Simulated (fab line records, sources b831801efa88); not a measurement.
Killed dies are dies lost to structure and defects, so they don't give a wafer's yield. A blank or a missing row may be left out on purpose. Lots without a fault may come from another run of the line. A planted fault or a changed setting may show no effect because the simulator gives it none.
fab line records | flow gf180mcu
record lots=5 wafers=15 last_day=33
route steps=602 shown TOP_METAL@576 PASSIVATION@587
lots that met no fault: from a run of the same line without faults
start_h: hours from the record's first day to the start of the lot's first wafer shown | wait_h: hours since the lot's step before | " the same as in the row above | L1.1+2: a row that stands for several wafers | - no value, or no start given | * or withheld: withheld | < > ~ a bound
route shown NAME@n: a module of which the file shows steps, and the number in the route of the first | usual: mean/standard deviation of fault-free wafers | same: alike in all rows | chamber/n: place in a boat | sites: the reading at each site | _std_site: their standard deviation | _edge_site: outer sites' mean less inner sites' | radius_mm: how far each site lies from the wafer's centre | mask NAME#n: copy n | behind: the tool/chamber that last shaped the wafer | hold: why the lot was held/for how many hours/how that ended | device: the transistor (n, p or np) that didn't switch | end of line: the same wafers' tests at the end of the route | a step without rows: its recipe alone | killed: dies lost to structure and defects at the first sort, not the wafer's yield | map: a wafer's dies, x killed, . not, _ none there
set.NAME: the setting as run; set.NAME@STEP: as run at that earlier step | model.NAME: the simulator's own value behind a step, which no gauge read
lots at some steps of the route; a table a step, a row a wafer
services: from which hour (start_h, from the record's first day; less than 0 if before it) a tool's chamber was out of use, for how many hours, and why
## steps
# step GF_TOP_METAL_COAT_09
# recipe resist=NOVOLAK spin_rpm=3000 resist_thk_nm=1500
# columns lot.wafer tool chamber start_h wait_h
L075.1+3+6 litho_track-02 0 660.91 0.1
L078.3+5+6 litho_track-03 0 675.83 0.1
L087.2+4+5 litho_track-04 0 731.61 0.1
L089.2+4+5 litho_track-04 0 747.46 0.1
L094.3+4+5 litho_track-02 0 775.46 0.1
# step GF_TOP_METAL_SOFTBAKE_10
# recipe temp_c=90 time_s=60 resist=NOVOLAK
# columns lot.wafer tool chamber start_h wait_h
L075.1+3+6 litho_track-02 0 661.06 0.1
L078.3+5+6 litho_track-03 0 675.98 0.1
L087.2+4+5 litho_track-04 0 731.76 0.1
L089.2+4+5 litho_track-04 0 747.61 0.1
L094.3+4+5 litho_track-02 0 775.61 0.1
# step GF_TOP_METAL_EXPOSE_11
# recipe mask_id=MetalTop target_cd_nm=440 na=0.6 source_shape=conventional sigma_outer=0.6 dose_mj=170
# columns lot.wafer tool chamber start_h wait_h mask
L075.1+3+6 iline_stepper-01 0 - - MetalTop#0
L078.3+5+6 iline_stepper-02 0 - - MetalTop#0
L087.2+4+5 iline_stepper-01 0 - - MetalTop#0
L089.2+4+5 iline_stepper-02 0 - - MetalTop#0
L094.3+4+5 iline_stepper-01 0 - - MetalTop#0
# step GF_TOP_METAL_PEB_12
# recipe temp_c=withheld time_s=* resist=NOVOLAK
# columns lot.wafer tool chamber start_h wait_h
L075.1+3+6 litho_track-03 0 - -
L078.3+5+6 litho_track-03 0 - -
L087.2+4+5 litho_track-04 0 - -
L089.2+4+5 litho_track-02 0 - -
L094.3+4+5 litho_track-04 0 - -
# step GF_TOP_METAL_DEVELOP_13
# recipe develop_time_s=57 dev_temp_c=23
# columns lot.wafer tool chamber start_h wait_h
L075.1+3+6 litho_track-03 0 670.88 0.1
L078.3+5+6 litho_track-03 0 685.08 0.1
L087.2+4+5 litho_track-04 0 740.26 0.1
L089.2+4+5 litho_track-02 0 755.38 0.1
L094.3+4+5 litho_track-04 0 783.13 0.1
# step GF_TOP_METAL_CD_MEAS_14
# recipe target_cd_nm=440
# usual cd_nm=440.8/1.9
# columns lot.wafer tool chamber start_h wait_h cd_nm
L075.1 cd_sem-02 - 671.03 0.1 440.3
L075.3 " - " " 440.3
L075.6 " - " " 442.8
L078.3 cd_sem-02 - 685.22 0.1 440.7
L078.5 " - " " 441.5
L078.6 " - " " 441.7
L087.2 cd_sem-01 - 740.40 0.1 441.2
L087.4 " - " " 439.9
L087.5 " - " " 441.2
L089.2 cd_sem-02 - 755.53 0.1 440.0
L089.4 " - " " 440.0
L089.5 " - " " 440.9
L094.3 cd_sem-01 - 783.27 0.1 440.0
L094.4 " - " " 442.0
L094.5 " - " " 439.9
# step GF_TOP_METAL_OVL_MEAS_15
# usual TOP_METAL_OVL=-0.3/1.3
# columns lot.wafer tool chamber start_h wait_h TOP_METAL_OVL[nm]
L075.1 overlay-02 - 671.15 0.1 0.3
L075.3 " - " " -1.1
L075.6 " - " " -0.9
L078.3 overlay-01 - 685.32 0.1 -1.6
L078.5 " - " " 0.5
L078.6 " - " " 0.6
L087.2 overlay-02 - 740.51 0.1 0.0
L087.4 " - " " -0.1
L087.5 " - " " -0.2
L089.2 overlay-01 - 755.63 0.1 2.4
L089.4 " - " " 1.8
L089.5 " - " " 2.4
L094.3 overlay-01 - 783.36 0.1 0.1
L094.4 " - " " -1.3
L094.5 " - " " 0.0
# step GF_TOP_METAL_METAL_ETCH_16
# recipe chemistry=Cl2/BCl3 mask_material=NOVOLAK target_depth_nm=1197 stop_on=SiO2 pressure_mtorr=8 icp_w=800 bias_w=140 Cl2_flow_sccm=80 bcl3_flow_sccm=40 time_s=199.5
# usual bias_w=139.9/0.39 drypump_motor_current_A=5.5/0.42 oes_product_au=0.992/0.0052 throttle_valve_pct=28.229/0.0098
# columns lot.wafer tool chamber start_h wait_h bias_w drypump_motor_current_A oes_product_au rf_hours_counter_h throttle_valve_pct
L075.1 rie_metal-02 1 671.19 0.0 139.5 5.4 0.986 15 28.233
L075.3 " 1 " " 140.1 5.4 0.991 - 28.222
L075.6 " 1 " " 139.7 5.3 0.985 - 28.248
L078.3 rie_metal-01 1 685.40 0.1 139.0 6.2 0.996 - 28.233
L078.5 " 1 " " 138.9 6.2 1.003 - 28.221
L078.6 " 0 " " 139.8 5.9 0.994 - 28.214
L087.2 rie_metal-03 0 740.54 0.0 140.8 6.0 0.994 4 28.248
L087.4 " 0 " " 139.7 6.0 0.994 - 28.242
L087.5 " 0 " " 139.7 6.0 0.994 - 28.230
L089.2 rie_metal-01 1 755.66 0.0 140.4 6.2 0.999 4 28.211
L089.4 " 1 " " 140.1 6.1 0.996 - 28.220
L089.5 " 1 " " 139.7 6.1 0.987 - 28.225
L094.3 rie_metal-02 0 783.45 0.1 139.5 5.1 0.991 - 28.243
L094.4 " 1 " " 139.8 5.3 0.993 - 28.224
L094.5 " 1 " " 139.6 5.4 0.987 - 28.221
# step GF_TOP_METAL_STRIP_17
# recipe chemistry=O2/N2 power_w=1400 pressure_mtorr=1500 platen_temp_c=250 o2_flow_sccm=3000 n2_flow_sccm=300 overash_fraction=0.5
# usual drypump_motor_current_A=5.9/0.47 heater_power_w=336/38 n2_flow_sccm=300.0/0.89 oes_product_au=0.710/0.0047 strip_time_to_endpoint_s=12.86/0.062
# columns lot.wafer tool chamber start_h wait_h drypump_motor_current_A heater_power_w n2_flow_sccm oes_product_au rf_hours_counter_h strip_time_to_endpoint_s
L075.1 plasma_asher-03 1 671.38 0.1 5.5 348 298.8 0.712 107 12.91
L075.3 " 1 " " 5.5 345 298.9 0.710 - 12.84
L075.6 " 1 " " 5.5 352 299.7 0.699 - 12.90
L078.3 plasma_asher-03 1 685.57 0.1 5.5 353 300.3 0.713 - 12.84
L078.5 " 0 " " 6.6 294 300.1 0.702 - 12.82
L078.6 " 1 " " 5.5 354 299.1 0.706 - 12.78
L087.2 plasma_asher-02 0 740.73 0.1 6.1 325 299.9 0.707 66 13.01
L087.4 " 1 " " 6.2 336 301.4 0.710 - 12.95
L087.5 " 0 " " 6.1 316 299.9 0.712 - 12.95
L089.2 plasma_asher-03 1 755.86 0.1 5.5 353 299.8 0.709 1 12.73
L089.4 " 1 " " 5.5 355 299.5 0.709 - 12.73
L089.5 " 1 " " 5.5 353 300.8 0.722 - 12.81
L094.3 plasma_asher-02 1 783.61 0.1 6.2 324 301.3 0.711 - 12.84
L094.4 " 0 " " 6.1 321 301.0 0.713 - 12.89
L094.5 " 0 " " 6.1 314 299.9 0.705 - 12.85
# step GF_TOP_METAL_STRIP_18
# recipe chemistry=post_etch_residue_remover time_s=1200 temp_c=72.5
# columns lot.wafer tool chamber start_h wait_h
L075.1+3+6 wet_bench-04 0 671.48 0.1
L078.3+5+6 wet_bench-02 2 685.63 0.0
L087.2+4+5 wet_bench-04 2 740.83 0.1
L089.2+4+5 wet_bench-02 3 755.96 0.1
L094.3+4+5 wet_bench-01 2 783.68 0.0
# step GF_TOP_METAL_CLEAN_19
# recipe chemistry=DIW dry=n2_spin
# columns lot.wafer tool chamber start_h wait_h
L075.1+3+6 wet_bench-02 2 671.89 0.0
L078.3+5+6 wet_bench-04 3 686.00 0.0
L087.2+4+5 wet_bench-02 0 741.17 0.0
L089.2+4+5 wet_bench-04 0 756.30 0.0
L094.3+4+5 wet_bench-02 2 784.02 0.0
# step GF_PASSIVATION_CVD_00
# recipe material=SiO2 target_thk_nm=1000 precursor=TEOS temp_c=400 time_s=111.95 rf_w=600
# usual heater_power_w=631/110 susceptor_temp_C=400.01/0.21
# columns lot.wafer tool chamber start_h wait_h heater_power_w susceptor_temp_C
L075.1 pecvd-03 2 671.98 0.0 529 400.01
L075.3 " 0 " " 663 400.03
L075.6 " 1 " " 866 399.93
L078.3 pecvd-04 2 686.10 0.0 587 400.20
L078.5 " 1 " " 840 399.95
L078.6 " 2 " " 456 399.94
L087.2 pecvd-04 1 741.26 0.0 788 400.29
L087.4 " 1 " " 809 399.92
L087.5 " 2 " " 567 400.14
L089.2 pecvd-03 2 756.39 0.0 527 399.65
L089.4 " 2 " " 412 399.94
L089.5 " 0 " " 730 400.35
L094.3 pecvd-03 2 784.15 0.0 424 399.89
L094.4 " 0 " " 738 399.62
L094.5 " 2 " " 495 400.02
# step GF_PASSIVATION_THK_MEAS_01
# recipe reads=SiO2_of_PASSIVATION_CVD_00
# usual PASSIVATION_CVD_00_THK=1001/12
# columns lot.wafer tool chamber start_h wait_h PASSIVATION_CVD_00_THK[nm]
L075.1 film_metro-01 - 672.06 0.0 994
L075.3 " - " " 999
L075.6 " - " " 1011
L078.3 film_metro-03 - 686.20 0.1 1003
L078.5 " - " " 1014
L078.6 " - " " 1016
L087.2 film_metro-01 - 741.35 0.0 1015
L087.4 " - " " 1019
L087.5 " - " " 1006
L089.2 film_metro-01 - 756.48 0.0 990
L089.4 " - " " 1004
L089.5 " - " " 1001
L094.3 film_metro-01 - 784.25 0.1 1006
L094.4 " - " " 1009
L094.5 " - " " 1010
# step GF_PASSIVATION_CVD_02
# recipe material=Si3N4 target_thk_nm=700 time_s=486.18 temp_c=400 rf_w=450
# usual heater_power_w=698/120 susceptor_temp_C=400.04/0.22
# columns lot.wafer tool chamber start_h wait_h heater_power_w susceptor_temp_C
L075.1 pecvd-04 2 672.12 0.1 561 400.06
L075.3 " 1 " " 851 400.14
L075.6 " 2 " " 625 399.91
L078.3 pecvd-02 2 686.24 0.0 754 399.99
L078.5 " 1 " " 648 400.09
L078.6 " 0 " " 641 400.30
L087.2 pecvd-03 2 741.40 0.0 580 400.24
L087.4 " 1 " " 871 399.95
L087.5 " 2 " " 598 400.42
L089.2 pecvd-04 0 756.53 0.0 608 400.54
L089.4 " 0 " " 630 400.31
L089.5 " 1 " " 855 400.07
L094.3 pecvd-04 0 784.29 0.0 649 400.26
L094.4 " 2 " " 572 400.14
L094.5 " 1 " " 841 400.21
# step GF_PASSIVATION_THK_MEAS_03
# recipe reads=Si3N4_of_PASSIVATION_CVD_02
# usual PASSIVATION_CVD_02_THK=701/9.7
# columns lot.wafer tool chamber start_h wait_h PASSIVATION_CVD_02_THK[nm]
L075.1 film_metro-03 - 672.55 0.3 675
L075.3 " - " " 686
L075.6 " - " " 690
L078.3 film_metro-01 - 686.54 0.2 697
L078.5 " - " " 706
L078.6 " - " " 718
L087.2 film_metro-01 - 741.70 0.2 695
L087.4 " - " " 704
L087.5 " - " " 715
L089.2 film_metro-01 - 756.82 0.2 699
L089.4 " - " " 709
L089.5 " - " " 709
L094.3 film_metro-01 - 784.60 0.2 706
L094.4 " - " " 708
L094.5 " - " " 707
# step GF_PASSIVATION_DEHYDRATE_04
# recipe temp_c=200 time_s=60
# columns lot.wafer tool chamber start_h wait_h
L075.1+3+6 litho_track-01 0 681.10 8.5
L078.3+5+6 litho_track-04 0 695.83 9.3
L087.2+4+5 litho_track-01 0 749.68 8.0
L089.2+4+5 litho_track-01 0 764.18 7.3
L094.3+4+5 litho_track-01 0 791.60 7.0
# step GF_PASSIVATION_HMDS_05
# recipe prime_time_s=60 prime_temp_c=120
# columns lot.wafer tool chamber start_h wait_h
L075.1+3+6 litho_track-01 0 681.25 0.1
L078.3+5+6 litho_track-04 0 695.98 0.1
L087.2+4+5 litho_track-01 0 749.83 0.1
L089.2+4+5 litho_track-01 0 764.33 0.1
L094.3+4+5 litho_track-01 0 791.75 0.1
# step GF_PASSIVATION_COAT_06
# recipe spin_rpm=2000 resist_thk_nm=4000
# columns lot.wafer tool chamber start_h wait_h
L075.1+3+6 litho_track-01 0 681.40 0.1
L078.3+5+6 litho_track-04 0 696.13 0.1
L087.2+4+5 litho_track-01 0 749.98 0.1
L089.2+4+5 litho_track-01 0 764.48 0.1
L094.3+4+5 litho_track-01 0 791.90 0.1
## services
# columns tool chamber start_h hours kind
rie_metal-01 1 638.42 - clean
rie_metal-01 1 638.42 20.8 scheduled_down
rie_metal-01 1 638.42 20.8 vent_cycle
rie_metal-03 0 648.30 - clean
iline_stepper-02 - 660.11 1.7 pm
plasma_asher-03 - 660.62 0.7 repair
rie_metal-01 - 662.25 0.1 repair
pecvd-04 0 662.45 16.4 repair
pecvd-04 - 674.20 1.1 repair
rie_metal-02 1 676.48 - clean
rie_metal-02 1 676.48 13.0 scheduled_down
rie_metal-02 1 676.48 13.0 vent_cycle
iline_stepper-01 - 701.95 1.7 pm
litho_track-04 - 719.15 - consumable_replace:filter
rie_metal-02 - 721.31 1.4 pm
plasma_asher-03 - 733.75 9.0 pm
plasma_asher-03 0 733.75 9.0 vent_cycle
plasma_asher-03 1 733.75 9.0 vent_cycle
iline_stepper-02 0 742.00 - calibration
plasma_asher-03 0 742.75 - clean
plasma_asher-03 1 742.75 - clean
iline_stepper-01 0 767.12 - calibration
pecvd-03 1 778.20 19.8 repair
rie_metal-02 - 778.55 2.8 pm
## key
fault none
